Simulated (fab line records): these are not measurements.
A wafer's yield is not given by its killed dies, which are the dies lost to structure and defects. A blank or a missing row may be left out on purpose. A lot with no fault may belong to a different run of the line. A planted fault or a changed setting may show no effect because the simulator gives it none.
fab line records :: flow sky130 :: part 2 of 2: steps 33 to 45 of 45
record
  lots=5
  wafers=15
  lastDay=50
route steps=708 shown SD_P@331 RES_XHIGH@332 SD_N@342 SALICIDE@361 LI_CONTACT@362
lots with no fault: from the same line, run without faults
startH: hours from the record's opening day to when the first of the lot's shown wafers began :: waitH: time in hours since the lot's previous step :: " same as the row above :: L1.1+2: a row that stands for several wafers :: - no value present, or no start provided :: * or withheld: withheld :: < > ~ a bound
route shown NAME@n: NAME is a module with steps in the file, n the number in the route of the first one :: usual: mean/standard deviation taken from wafers without a fault :: same: alike in all rows :: chamber/n: place in a boat :: sites: per-site readings :: _std_site: the standard deviation of these :: _edge_site: inner sites' mean taken away from outer sites' mean :: radiusMm: how far each site lies from the wafer's centre :: mask NAME#n: copy n :: behind: the most recent tool/chamber to have shaped the wafer :: hold: reason for holding the lot/hours on hold/outcome of the hold :: device: which transistor (n, p or np) failed to switch :: end of line: the route-end tests of the same wafers :: for a step that has no rows: nothing shown but its recipe :: killed: the dies lost at the first sort to structure and to defects; this is not the yield of the wafer :: map: the dies of a wafer, with x for killed, . for not killed, _ for no die there
set.NAME: the setting that was run; set.NAME@STEP: the one run at that earlier step :: model.NAME: the simulator's own value behind a step, which no gauge read
a table for each step, a row for each wafer; lots at some steps of the route
services: when a tool's chamber went out of use (startH, in hours from the record's first day, below 0 if earlier), for how many hours, and the reason
## steps
# step SKY_LI_CONTACT_CMP_02
# recipe
  material=PSG
  downForcePsi=4
  platenRpm=60
  padVelocityMS=0.94248
# usual
  edgeZonePressureFrac=1.000/0.0056
  headPressurePsi=3.999/0.0088
  motorCurrentA=11.9/1.1
  timeToEndpointS=31.1/2.3
lot.wafer: L087.3
tool: cmp-01
chamber: 0
startH: 769.82
waitH: 0.1
edgeZonePressureFrac: 1.001
headPressurePsi: 4.004
motorCurrentA: 13.1
timeToEndpointS: 33.2

lot.wafer: L087.2
tool: cmp-01
chamber: 1
startH: 769.82
waitH: 0.1
edgeZonePressureFrac: 0.997
headPressurePsi: 4.005
motorCurrentA: 11.9
timeToEndpointS: 32.1

lot.wafer: L087.5
tool: cmp-01
chamber: 0
startH: 769.82
waitH: 0.1
edgeZonePressureFrac: 1.002
headPressurePsi: 4.002
motorCurrentA: 12.7
timeToEndpointS: 35.0

lot.wafer: L088.1
tool: cmp-02
chamber: 2
startH: 779.02
waitH: 0.1
edgeZonePressureFrac: 1.003
headPressurePsi: 4.016
motorCurrentA: 13.5
timeToEndpointS: 31.8

lot.wafer: L088.4
tool: cmp-02
chamber: 0
startH: 779.02
waitH: 0.1
edgeZonePressureFrac: 1.008
headPressurePsi: 3.990
motorCurrentA: 11.1
timeToEndpointS: 32.1

lot.wafer: L088.2
tool: cmp-02
chamber: 1
startH: 779.02
waitH: 0.1
edgeZonePressureFrac: 0.995
headPressurePsi: 4.000
motorCurrentA: 11.8
timeToEndpointS: 34.2

lot.wafer: L090.1
tool: cmp-01
chamber: 1
startH: 792.96
waitH: 0.1
edgeZonePressureFrac: 0.997
headPressurePsi: 4.002
motorCurrentA: 11.4
timeToEndpointS: 30.0

lot.wafer: L090.3
tool: cmp-01
chamber: 3
startH: 792.96
waitH: 0.1
edgeZonePressureFrac: 0.999
headPressurePsi: 4.003
motorCurrentA: 11.6
timeToEndpointS: 33.1

lot.wafer: L090.6
tool: cmp-01
chamber: 2
startH: 792.96
waitH: 0.1
edgeZonePressureFrac: 0.996
headPressurePsi: 3.986
motorCurrentA: 9.8
timeToEndpointS: 30.5

lot.wafer: L096.4
tool: cmp-02
chamber: 0
startH: 826.81
waitH: 0.0
edgeZonePressureFrac: 0.993
headPressurePsi: 4.000
motorCurrentA: 11.1
timeToEndpointS: 31.7

lot.wafer: L096.6
tool: cmp-02
chamber: 0
startH: 826.81
waitH: 0.0
edgeZonePressureFrac: 0.995
headPressurePsi: 4.007
motorCurrentA: 11.8
timeToEndpointS: 33.3

lot.wafer: L096.5
tool: cmp-02
chamber: 1
startH: 826.81
waitH: 0.0
edgeZonePressureFrac: 1.010
headPressurePsi: 4.008
motorCurrentA: 12.5
timeToEndpointS: 32.9

lot.wafer: L097.2
tool: cmp-02
chamber: 2
startH: 842.57
waitH: 0.0
edgeZonePressureFrac: 1.009
headPressurePsi: 4.010
motorCurrentA: 12.7
timeToEndpointS: 32.9

lot.wafer: L097.1
tool: cmp-02
chamber: 1
startH: 842.57
waitH: 0.0
edgeZonePressureFrac: 1.008
headPressurePsi: 4.008
motorCurrentA: 12.2
timeToEndpointS: 31.5

lot.wafer: L097.6
tool: cmp-02
chamber: 2
startH: 842.57
waitH: 0.0
edgeZonePressureFrac: 1.006
headPressurePsi: 3.996
motorCurrentA: 13.6
timeToEndpointS: 31.5
# step SKY_LI_CONTACT_BOW_MEAS_03
# recipe
  mode=bow
# usual
  LI_CONTACT_BOW=57/6.4
lot.wafer: L087.2
tool: filmMetro-01
chamber: -
startH: 770.09
waitH: 0.2
LI_CONTACT_BOW[um]: 53

lot.wafer: L087.3
tool: filmMetro-01
chamber: -
startH: 770.09
waitH: 0.2
LI_CONTACT_BOW[um]: 64

lot.wafer: L087.5
tool: filmMetro-01
chamber: -
startH: 770.09
waitH: 0.2
LI_CONTACT_BOW[um]: 56

lot.wafer: L088.1
tool: filmMetro-04
chamber: -
startH: 779.32
waitH: 0.2
LI_CONTACT_BOW[um]: 57

lot.wafer: L088.2
tool: filmMetro-04
chamber: -
startH: 779.32
waitH: 0.2
LI_CONTACT_BOW[um]: 54

lot.wafer: L088.4
tool: filmMetro-04
chamber: -
startH: 779.32
waitH: 0.2
LI_CONTACT_BOW[um]: 67

lot.wafer: L090.1
tool: filmMetro-01
chamber: -
startH: 793.26
waitH: 0.2
LI_CONTACT_BOW[um]: 64

lot.wafer: L090.3
tool: filmMetro-01
chamber: -
startH: 793.26
waitH: 0.2
LI_CONTACT_BOW[um]: 62

lot.wafer: L090.6
tool: filmMetro-01
chamber: -
startH: 793.26
waitH: 0.2
LI_CONTACT_BOW[um]: 57

lot.wafer: L096.4
tool: filmMetro-02
chamber: -
startH: 827.17
waitH: 0.3
LI_CONTACT_BOW[um]: 59

lot.wafer: L096.5
tool: filmMetro-02
chamber: -
startH: 827.17
waitH: 0.3
LI_CONTACT_BOW[um]: 49

lot.wafer: L096.6
tool: filmMetro-02
chamber: -
startH: 827.17
waitH: 0.3
LI_CONTACT_BOW[um]: 49

lot.wafer: L097.1
tool: filmMetro-04
chamber: -
startH: 842.87
waitH: 0.1
LI_CONTACT_BOW[um]: 53

lot.wafer: L097.2
tool: filmMetro-04
chamber: -
startH: 842.87
waitH: 0.1
LI_CONTACT_BOW[um]: 51

lot.wafer: L097.6
tool: filmMetro-04
chamber: -
startH: 842.87
waitH: 0.1
LI_CONTACT_BOW[um]: 64
# step SKY_LI_CONTACT_DEHYDRATE_04
# recipe
  tempC=200
  timeS=60
lot.wafer: L087.2+3+5
tool: lithoTrack-03
chamber: 0
startH: 782.82
waitH: 12.7

lot.wafer: L088.1+2+4
tool: lithoTrack-03
chamber: 0
startH: 791.30
waitH: 12.0

lot.wafer: L090.1+3+6
tool: lithoTrack-01
chamber: 0
startH: 804.58
waitH: 11.3

lot.wafer: L096.4+5+6
tool: lithoTrack-02
chamber: 0
startH: 840.81
waitH: 13.6

lot.wafer: L097.1+2+6
tool: lithoTrack-01
chamber: 0
startH: 854.48
waitH: 11.6
# step SKY_LI_CONTACT_HMDS_05
# recipe
  primeTimeS=60
  primeTempC=120
lot.wafer: L087.2+3+5
tool: lithoTrack-03
chamber: 0
startH: 782.97
waitH: 0.1

lot.wafer: L088.1+2+4
tool: lithoTrack-03
chamber: 0
startH: 791.45
waitH: 0.1

lot.wafer: L090.1+3+6
tool: lithoTrack-01
chamber: 0
startH: 804.73
waitH: 0.1

lot.wafer: L096.4+5+6
tool: lithoTrack-02
chamber: 0
startH: 840.96
waitH: 0.1

lot.wafer: L097.1+2+6
tool: lithoTrack-01
chamber: 0
startH: 854.63
waitH: 0.1
# step SKY_LI_CONTACT_COAT_06
# recipe
  resist=BARC
  tempC=withheld
  timeS=withheld
  spinRpm=3000
  resistThkNm=60
lot.wafer: L087.2+3+5
tool: lithoTrack-03
chamber: 0
startH: 783.12
waitH: 0.1

lot.wafer: L088.1+2+4
tool: lithoTrack-03
chamber: 0
startH: 791.60
waitH: 0.1

lot.wafer: L090.1+3+6
tool: lithoTrack-01
chamber: 0
startH: 804.88
waitH: 0.1

lot.wafer: L096.4+5+6
tool: lithoTrack-02
chamber: 0
startH: 841.11
waitH: 0.1

lot.wafer: L097.1+2+6
tool: lithoTrack-01
chamber: 0
startH: 854.78
waitH: 0.1
# step SKY_LI_CONTACT_COAT_07
# recipe
  resist=KrF-thick
  spinRpm=3000
  resistThkNm=450
lot.wafer: L087.2+3+5
tool: lithoTrack-03
chamber: 0
startH: -
waitH: -

lot.wafer: L088.1+2+4
tool: lithoTrack-03
chamber: 0
startH: -
waitH: -

lot.wafer: L090.1+3+6
tool: lithoTrack-01
chamber: 0
startH: -
waitH: -

lot.wafer: L096.4+5+6
tool: lithoTrack-02
chamber: 0
startH: -
waitH: -

lot.wafer: L097.1+2+6
tool: lithoTrack-01
chamber: 0
startH: -
waitH: -
# step SKY_LI_CONTACT_SOFTBAKE_08
# recipe
  tempC=100
  timeS=90
  resist=KrF-thick
lot.wafer: L087.2+3+5
tool: lithoTrack-03
chamber: 0
startH: -
waitH: -

lot.wafer: L088.1+2+4
tool: lithoTrack-03
chamber: 0
startH: -
waitH: -

lot.wafer: L090.1+3+6
tool: lithoTrack-01
chamber: 0
startH: -
waitH: -

lot.wafer: L096.4+5+6
tool: lithoTrack-02
chamber: 0
startH: -
waitH: -

lot.wafer: L097.1+2+6
tool: lithoTrack-01
chamber: 0
startH: -
waitH: -
# step SKY_LI_CONTACT_EXPOSE_09
# recipe
  maskId=LICM1
  na=0.8
  sourceShape=annular
  sigmaInner=0.55
  sigmaOuter=0.85
  targetCdNm=170
  doseMj=38
# usual
  reticleTempC=23.01/0.1
# same
  sigmaInner=0.55
  sigmaOuter=0.85
lot.wafer: L087.2
tool: krfScanner-01
chamber: 0
startH: -
waitH: -
mask: LICM1#0
reticleTempC: 22.95

lot.wafer: L087.3
tool: krfScanner-01
chamber: 0
startH: -
waitH: -
mask: LICM1#0
reticleTempC: 22.94

lot.wafer: L087.5
tool: krfScanner-01
chamber: 0
startH: -
waitH: -
mask: LICM1#0
reticleTempC: 22.97

lot.wafer: L088.1
tool: krfScanner-02
chamber: 0
startH: -
waitH: -
mask: LICM1#0
reticleTempC: 23.11

lot.wafer: L088.2
tool: krfScanner-02
chamber: 0
startH: -
waitH: -
mask: LICM1#0
reticleTempC: 23.06

lot.wafer: L088.4
tool: krfScanner-02
chamber: 0
startH: -
waitH: -
mask: LICM1#0
reticleTempC: 23.01

lot.wafer: L090.1
tool: krfScanner-02
chamber: 0
startH: -
waitH: -
mask: LICM1#0
reticleTempC: 22.98

lot.wafer: L090.3
tool: krfScanner-02
chamber: 0
startH: -
waitH: -
mask: LICM1#0
reticleTempC: 22.96

lot.wafer: L090.6
tool: krfScanner-02
chamber: 0
startH: -
waitH: -
mask: LICM1#0
reticleTempC: 23.01

lot.wafer: L096.4
tool: krfScanner-02
chamber: 0
startH: -
waitH: -
mask: LICM1#0
reticleTempC: 23.03

lot.wafer: L096.5
tool: krfScanner-02
chamber: 0
startH: -
waitH: -
mask: LICM1#0
reticleTempC: 22.90

lot.wafer: L096.6
tool: krfScanner-02
chamber: 0
startH: -
waitH: -
mask: LICM1#0
reticleTempC: 23.00

lot.wafer: L097.1
tool: krfScanner-01
chamber: 0
startH: -
waitH: -
mask: LICM1#0
reticleTempC: 22.90

lot.wafer: L097.2
tool: krfScanner-01
chamber: 0
startH: -
waitH: -
mask: LICM1#0
reticleTempC: 23.07

lot.wafer: L097.6
tool: krfScanner-01
chamber: 0
startH: -
waitH: -
mask: LICM1#0
reticleTempC: 22.94
# step SKY_LI_CONTACT_PEB_10
# recipe
  pebTempC=withheld
  pebTimeS=withheld
  resist=KrF-thick
lot.wafer: L087.2+3+5
tool: lithoTrack-03
chamber: 0
startH: -
waitH: -

lot.wafer: L088.1+2+4
tool: lithoTrack-01
chamber: 0
startH: -
waitH: -

lot.wafer: L090.1+3+6
tool: lithoTrack-03
chamber: 0
startH: -
waitH: -

lot.wafer: L096.4+5+6
tool: lithoTrack-03
chamber: 0
startH: -
waitH: -

lot.wafer: L097.1+2+6
tool: lithoTrack-02
chamber: 0
startH: -
waitH: -
# step SKY_LI_CONTACT_DEVELOP_11
# recipe
  developTimeS=60
  resist=KrF-thick
  devTempC=21
lot.wafer: L087.2+3+5
tool: lithoTrack-03
chamber: 0
startH: -
waitH: -

lot.wafer: L088.1+2+4
tool: lithoTrack-01
chamber: 0
startH: -
waitH: -

lot.wafer: L090.1+3+6
tool: lithoTrack-03
chamber: 0
startH: -
waitH: -

lot.wafer: L096.4+5+6
tool: lithoTrack-03
chamber: 0
startH: -
waitH: -

lot.wafer: L097.1+2+6
tool: lithoTrack-02
chamber: 0
startH: -
waitH: -
# step SKY_LI_CONTACT_CD_MEAS_12
# recipe
  targetCdNm=170
# usual
  cdNm=169.6/1.4
lot.wafer: L087.2
tool: cdSem-01
chamber: -
startH: 795.32
waitH: -
cdNm: 168.3

lot.wafer: L087.3
tool: cdSem-01
chamber: -
startH: 795.32
waitH: -
cdNm: 167.7

lot.wafer: L087.5
tool: cdSem-01
chamber: -
startH: 795.32
waitH: -
cdNm: 167.3

lot.wafer: L088.1
tool: cdSem-01
chamber: -
startH: 803.68
waitH: -
cdNm: 167.3

lot.wafer: L088.2
tool: cdSem-01
chamber: -
startH: 803.68
waitH: -
cdNm: 168.0

lot.wafer: L088.4
tool: cdSem-01
chamber: -
startH: 803.68
waitH: -
cdNm: 167.3

lot.wafer: L090.1
tool: cdSem-02
chamber: -
startH: 817.45
waitH: -
cdNm: 168.9

lot.wafer: L090.3
tool: cdSem-02
chamber: -
startH: 817.45
waitH: -
cdNm: 170.4

lot.wafer: L090.6
tool: cdSem-02
chamber: -
startH: 817.45
waitH: -
cdNm: 169.5

lot.wafer: L096.4
tool: cdSem-02
chamber: -
startH: 852.56
waitH: -
cdNm: 170.4

lot.wafer: L096.5
tool: cdSem-02
chamber: -
startH: 852.56
waitH: -
cdNm: 170.9

lot.wafer: L096.6
tool: cdSem-02
chamber: -
startH: 852.56
waitH: -
cdNm: 172.1

lot.wafer: L097.1
tool: cdSem-02
chamber: -
startH: 868.19
waitH: -
cdNm: 169.4

lot.wafer: L097.2
tool: cdSem-02
chamber: -
startH: 868.19
waitH: -
cdNm: 170.6

lot.wafer: L097.6
tool: cdSem-02
chamber: -
startH: 868.19
waitH: -
cdNm: 170.4
# step SKY_LI_CONTACT_OVL_MEAS_13
# usual
  LI_CONTACT_OVL=0/5.6
lot.wafer: L087.2
tool: overlay-02
chamber: -
startH: 795.42
waitH: 0.1
LI_CONTACT_OVL[nm]: -3

lot.wafer: L087.3
tool: overlay-02
chamber: -
startH: 795.42
waitH: 0.1
LI_CONTACT_OVL[nm]: -7

lot.wafer: L087.5
tool: overlay-02
chamber: -
startH: 795.42
waitH: 0.1
LI_CONTACT_OVL[nm]: 1

lot.wafer: L088.1
tool: overlay-02
chamber: -
startH: 803.80
waitH: 0.1
LI_CONTACT_OVL[nm]: -8

lot.wafer: L088.2
tool: overlay-02
chamber: -
startH: 803.80
waitH: 0.1
LI_CONTACT_OVL[nm]: 2

lot.wafer: L088.4
tool: overlay-02
chamber: -
startH: 803.80
waitH: 0.1
LI_CONTACT_OVL[nm]: -2

lot.wafer: L090.1
tool: overlay-02
chamber: -
startH: 817.57
waitH: 0.1
LI_CONTACT_OVL[nm]: -3

lot.wafer: L090.3
tool: overlay-02
chamber: -
startH: 817.57
waitH: 0.1
LI_CONTACT_OVL[nm]: -5

lot.wafer: L090.6
tool: overlay-02
chamber: -
startH: 817.57
waitH: 0.1
LI_CONTACT_OVL[nm]: -15

lot.wafer: L096.4
tool: overlay-01
chamber: -
startH: 852.64
waitH: 0.1
LI_CONTACT_OVL[nm]: 1

lot.wafer: L096.5
tool: overlay-01
chamber: -
startH: 852.64
waitH: 0.1
LI_CONTACT_OVL[nm]: 1

lot.wafer: L096.6
tool: overlay-01
chamber: -
startH: 852.64
waitH: 0.1
LI_CONTACT_OVL[nm]: -2

lot.wafer: L097.1
tool: overlay-02
chamber: -
startH: 868.31
waitH: 0.1
LI_CONTACT_OVL[nm]: 10

lot.wafer: L097.2
tool: overlay-02
chamber: -
startH: 868.31
waitH: 0.1
LI_CONTACT_OVL[nm]: 6

lot.wafer: L097.6
tool: overlay-02
chamber: -
startH: 868.31
waitH: 0.1
LI_CONTACT_OVL[nm]: 8
# step SKY_LI_CONTACT_ETCH_14
# recipe
  chemistry=N2/H2
  target=BARC
  ionEnergyEv=200
  sourceW=500
  biasW=100
  pressureMtorr=30
  n2FlowSccm=100
  h2FlowSccm=200
  stopOn=SiO2
  timeS=45.9
  targetDepthA=600
# usual
  drypumpMotorCurrentA=5.8/0.43
  oesProductAu=0.855/0.0047
  throttleValvePct=13.225/0.0095
lot.wafer: L087.2
tool: rieDiel-02
chamber: 0
startH: 795.45
waitH: 0.0
drypumpMotorCurrentA: 6.2
oesProductAu: 0.855
rfHoursCounterH: 10
throttleValvePct: 13.216

lot.wafer: L087.3
tool: rieDiel-02
chamber: 3
startH: 795.45
waitH: 0.0
drypumpMotorCurrentA: 6.4
oesProductAu: 0.861
rfHoursCounterH: 11
throttleValvePct: 13.234

lot.wafer: L087.5
tool: rieDiel-02
chamber: 0
startH: 795.45
waitH: 0.0
drypumpMotorCurrentA: 6.2
oesProductAu: 0.852
rfHoursCounterH: -
throttleValvePct: 13.215

lot.wafer: L088.1
tool: rieDiel-02
chamber: 2
startH: 803.84
waitH: 0.0
drypumpMotorCurrentA: 5.8
oesProductAu: 0.849
rfHoursCounterH: 18
throttleValvePct: 13.239

lot.wafer: L088.2
tool: rieDiel-02
chamber: 3
startH: 803.84
waitH: 0.0
drypumpMotorCurrentA: 6.4
oesProductAu: 0.861
rfHoursCounterH: 11
throttleValvePct: 13.231

lot.wafer: L088.4
tool: rieDiel-02
chamber: 3
startH: 803.84
waitH: 0.0
drypumpMotorCurrentA: 6.4
oesProductAu: 0.858
rfHoursCounterH: -
throttleValvePct: 13.224

lot.wafer: L090.1
tool: rieDiel-02
chamber: 3
startH: 817.60
waitH: 0.0
drypumpMotorCurrentA: 6.4
oesProductAu: 0.862
rfHoursCounterH: 12
throttleValvePct: 13.229

lot.wafer: L090.3
tool: rieDiel-02
chamber: 0
startH: 817.60
waitH: 0.0
drypumpMotorCurrentA: 6.2
oesProductAu: 0.848
rfHoursCounterH: 11
throttleValvePct: 13.225

lot.wafer: L090.6
tool: rieDiel-02
chamber: 0
startH: 817.60
waitH: 0.0
drypumpMotorCurrentA: 6.2
oesProductAu: 0.852
rfHoursCounterH: -
throttleValvePct: 13.240

lot.wafer: L096.4
tool: rieDiel-02
chamber: 3
startH: 852.67
waitH: 0.0
drypumpMotorCurrentA: 6.4
oesProductAu: 0.857
rfHoursCounterH: -
throttleValvePct: 13.203

lot.wafer: L096.5
tool: rieDiel-02
chamber: 2
startH: 852.67
waitH: 0.0
drypumpMotorCurrentA: 5.8
oesProductAu: 0.860
rfHoursCounterH: -
throttleValvePct: 13.231

lot.wafer: L096.6
tool: rieDiel-02
chamber: 0
startH: 852.67
waitH: 0.0
drypumpMotorCurrentA: 6.2
oesProductAu: 0.850
rfHoursCounterH: -
throttleValvePct: 13.229

lot.wafer: L097.1
tool: rieDiel-02
chamber: 3
startH: 868.34
waitH: 0.0
drypumpMotorCurrentA: 6.4
oesProductAu: 0.863
rfHoursCounterH: 14
throttleValvePct: 13.215

lot.wafer: L097.2
tool: rieDiel-02
chamber: 2
startH: 868.34
waitH: 0.0
drypumpMotorCurrentA: 5.8
oesProductAu: 0.854
rfHoursCounterH: 21
throttleValvePct: 13.233

lot.wafer: L097.6
tool: rieDiel-02
chamber: 3
startH: 868.34
waitH: 0.0
drypumpMotorCurrentA: 6.4
oesProductAu: 0.860
rfHoursCounterH: -
throttleValvePct: 13.223
## services
tool: krfScanner-02
chamber: -
startH: 713.39
hours: 1.7
kind: repair

tool: ilineStepper-01
chamber: -
startH: 718.90
hours: 1.7
kind: pm

tool: rieDiel-02
chamber: -
startH: 725.96
hours: 0.5
kind: repair

tool: ilineStepper-02
chamber: -
startH: 726.36
hours: 1.7
kind: pm

tool: rtpAnneal-01
chamber: -
startH: 727.50
hours: 0.8
kind: pm

tool: krfScanner-02
chamber: -
startH: 729.42
hours: 1.1
kind: repair

tool: cmp-02
chamber: -
startH: 734.47
hours: 0.9
kind: repair

tool: cmp-02
chamber: -
startH: 744.82
hours: 4.0
kind: pm

tool: implanter-04
chamber: -
startH: 753.09
hours: 12.1
kind: pm

tool: cmp-02
chamber: -
startH: 753.88
hours: 0.4
kind: repair

tool: rieDiel-02
chamber: 1
startH: 769.06
hours: 130.0
kind: repair

tool: krfScanner-02
chamber: -
startH: 773.50
hours: 0.8
kind: pm

tool: implanter-01
chamber: -
startH: 773.72
hours: 3.8
kind: pm

tool: cmp-02
chamber: -
startH: 782.36
hours: 5.3
kind: repair

tool: hdpcvd-02
chamber: -
startH: 785.19
hours: 1.2
kind: repair

tool: cmp-02
chamber: -
startH: 786.43
hours: 16.0
kind: repair

tool: rieDiel-02
chamber: -
startH: 818.36
hours: 2.8
kind: pm

tool: implanter-01
chamber: -
startH: 819.75
hours: 5.0
kind: repair

tool: rieDiel-02
chamber: -
startH: 827.24
hours: 14.6
kind: pm

tool: krfScanner-02
chamber: -
startH: 827.63
hours: 4.4
kind: pm

tool: krfScanner-02
chamber: -
startH: 833.39
hours: 1.3
kind: pm

tool: plasmaAsher-04
chamber: -
startH: 854.42
hours: 21.9
kind: repair

tool: rieDiel-02
chamber: -
startH: 864.72
hours: 0.3
kind: repair

tool: rieDiel-02
chamber: 0
startH: 868.22
hours: 10.3
kind: repair
